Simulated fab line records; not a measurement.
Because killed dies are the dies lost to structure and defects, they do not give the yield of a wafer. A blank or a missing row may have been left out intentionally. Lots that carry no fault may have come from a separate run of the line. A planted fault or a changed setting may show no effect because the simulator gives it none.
2 desks looking at one fault	flow sky130	only its own numbers are on each desk; what lay behind them is given at the end

THE METROLOGY DESK
What the gauges read, lot by lot, whatever tool the lot ran on: means of the sampled wafers that have a number. If a lot's mean is further than 4 standard deviations from the usual mean, the lot is out of limits and carries the mark OUT (the distance appears in the brackets).
Columns: A = VIA2_BOW at SKY_VIA2_BOW_MEAS_03, usual 87 um; B = cd nm at SKY_VIA2_CD_MEAS_12, usual 199.6 nm; C = VIA2_OVL at SKY_VIA2_OVL_MEAS_13, usual 4 nm
lot	first seen here	A	B	C
L737	day 37 07:50	74	201.7	3
L742	day 38 17:59	92	197.7	-3
L749	day 40 22:29	88	198.7	2
L751	day 41 12:56	90	201.9	0
L753	day 42 01:10	89	201.5	1
Result from this desk: across the 5 lots, nothing is out of limits.

FOR THE TOOL OWNER'S DESK: rie diel-04
The tool's own readings at SKY_VIA2_ETCH_15 (etches SiO2 in C4F8/O2/Ar, stops on TiN, target depth 546 nm, time 84 s): means of the sampled wafers that have a number, for each lot that ran on this tool. If a lot's mean is further than 4 standard deviations from the usual mean, the lot is out of limits and carries the mark OUT (the distance appears in the brackets).
Columns: A = bias w at SKY_VIA2_ETCH_15, usual 1200 W; B = oes product au at SKY_VIA2_ETCH_15, usual 0.940 a.u.; C = rf fwd power W at SKY_VIA2_ETCH_15, usual 1490 W
lot	first seen here	A	B	C
L742	day 39 18:49	1152 (-13) OUT	0.935	1488
L753	day 43 00:37	1198	0.939	1488
This desk finds L742 out of limits, L742 being first, at day 39 18:49 (bias w at SKY_VIA2_ETCH_15). L753 stayed within limits.

BROUGHT TOGETHER
On L742, at day 39 18:49, an alarm was possible from the tool owner's desk.
Metrology desk: nothing out of limits seen.
The metrology desk has L742 on record, within its limits.
Of the lots named, all ran SKY_VIA2_ETCH_15 on rie diel-04.

WHAT THE SIMULATOR HAD PUT IN
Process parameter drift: rie diel-04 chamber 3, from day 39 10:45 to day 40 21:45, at SKY_VIA2_ETCH_15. A move of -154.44 in setting bias w, from 1200. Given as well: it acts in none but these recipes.
Shown lots that were struck: L742.
Each desk's first reading out of limits, in hours after the fault started: the tool owner's desk, 8.
